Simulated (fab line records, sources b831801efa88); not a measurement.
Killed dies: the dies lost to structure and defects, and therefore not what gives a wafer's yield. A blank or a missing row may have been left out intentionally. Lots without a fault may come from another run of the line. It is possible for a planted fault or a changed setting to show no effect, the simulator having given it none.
Code-filled problem report in 8D (eight disciplines) form + flow sky130 + the parts of the form that need people (team, actions taken, sign-off) are left out

1. WHAT WENT WRONG
SONOS_ONO_CVD_02_THK at SKY_SONOS_ONO_THK_MEAS_03 reads a mean of 7.81 nm on 3 wafers of 1 lot; wafers without a fault read 10.46 nm with a standard deviation of 0.13. That is -20 standard deviations from the usual mean.
First seen on wafer L742.1, day 17 01:01, on film metro-01. At this step, 36 wafers from 12 lots have a number in the record. By rule, "out" or "out of limits" means more than 4 standard deviations away from the usual mean. All remaining wafers that have a number are taken as sound.

2. WHAT IT IS AND WHAT IT IS NOT
| question                    | is                     | is not                                                              |
|-----------------------------|------------------------|---------------------------------------------------------------------|
| which readings at this step | SONOS_ONO_CVD_02_THK   | -                                                                   |
| which lots                  | L742                   | L726, L727, L729, L730, L731, L732, L733, L735, L736, L738, L749    |
| which wafers of those lots  | all that have a number | -                                                                   |
| read on which gauges        | film metro-01          | film metro-03, film metro-04                                        |
| when                        | from day 17 01:01      | up to then (30 sound wafers); but 3 sound wafers of L749 came after |

3. WHAT RULES OUT EACH SUSPECT
Counting: a tool at a process step up to the reading stays a suspect if it ran every lot that is out and no sound lot after the first of them.
- the gauge at SKY_SONOS_ONO_THK_MEAS_03: kept. All the wafers that are out were read on film metro-01, and no step on other tools shows them out.
- lpcvd-02 at SKY_SONOS_ONO_CVD_02 (deposits Si3N4 from DCS/NH3, target thk 10.5 nm, time 180 s): ruled out as a lasting fault. Following L742 (day 16 23:58), the first lot on it that is out, the sound lots L749 were run on it.
Left after counting: film metro-01 at SKY_SONOS_ONO_THK_MEAS_03.

4. THE CAUSE (what the simulator had put in)
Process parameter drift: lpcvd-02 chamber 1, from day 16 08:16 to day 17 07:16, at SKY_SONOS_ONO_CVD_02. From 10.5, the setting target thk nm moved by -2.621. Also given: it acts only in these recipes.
The count ruled it out by mistake, since the rule takes a fault to strike every lot its tool runs from the start of the fault on, and this one did not do so.

5. THE EFFECT CHAIN, in route order
One row per reading whose mean, taken over the struck wafers that have a number, lies over 3 standard deviations from the usual. Scope: only readings with a usual standard deviation given in the record; hours: median across lots of the time from each lot's start at the first step in this table that gives one to its start at this step; sigmas: change in usual standard deviations.
| hours | step                      | reading              | usual    | on struck wafers | change | sigmas |
|-------|---------------------------|----------------------|----------|------------------|--------|--------|
| 0     | SKY_SONOS_ONO_THK_MEAS_03 | SONOS_ONO_CVD_02_THK | 10.46 nm | 7.81             | -2.65  | -20    |

6. WHAT WOULD HAVE CAUGHT IT SOONER
Counted from the fault's start at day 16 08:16, it took 17 hours until the first out-of-limits reading at a measuring or inspecting step in this record, taken at day 17 01:01.
Of the tool readings at SKY_SONOS_ONO_CVD_02 for which the record gives a usual standard deviation, none was out on any struck wafer, so an alarm limit of 4 standard deviations on them would not have fired.
